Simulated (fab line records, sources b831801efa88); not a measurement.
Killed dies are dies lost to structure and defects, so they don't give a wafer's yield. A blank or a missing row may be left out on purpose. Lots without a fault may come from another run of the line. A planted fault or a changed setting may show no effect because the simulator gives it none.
Which tool did it? | flow gf180mcu | 12 lots, 36 wafers sampled, at 1 step of a route of 602

WHAT THE GAUGES READ, wafer by wafer
GF_V2_OVL_MEAS_15.
lot  | measured     | on         | V2_OVL (nm)
L075 | day 20 12:56 | overlay-01 | 1 5 -2
L077 | day 21 12:01 | overlay-02 | -3 0 2
L079 | day 22 05:13 | overlay-02 | -4 0 -3
L081 | day 22 21:05 | overlay-01 | -10 -14 -2
L083 | day 23 16:28 | overlay-01 | 5 1 4
L085 | day 24 12:50 | overlay-02 | -7 -3 -9
L087 | day 25 06:05 | overlay-02 | 0 0 1
L089 | day 25 16:55 | overlay-02 | -7 -9 -6
L091 | day 26 04:01 | overlay-01 | 15 8 5
L093 | day 26 18:29 | overlay-02 | 1 -1 3
L095 | day 27 04:47 | overlay-01 | -1 -6 -5
L097 | day 27 21:28 | overlay-01 | -3 0 3

WHICH TOOL RAN EACH LOT (tool, then ch and the chambers of the sampled wafers, then the start)
The record holds no process step before these readings.

THE ANSWER, worked out from the rows above alone
Rule: what is usual is taken from the lots themselves. Put in order of their means at a reading, lots are off if they are a third of the lots or fewer, leave a main group of 4 or more, and stand apart from it by a gap of 3 or more times the standard deviation of the main group's means; of several such gaps the widest counts. A main group whose means are all the same, to the digits that the tables above print for the reading, isn't used. A lot without any number at a reading at which 4 lots or more have one is off too. The other lots that the step has rows for count as sound.
No lot is off at any reading shown: from this, nothing can be told.

WHAT THE SIMULATOR HAD PUT IN
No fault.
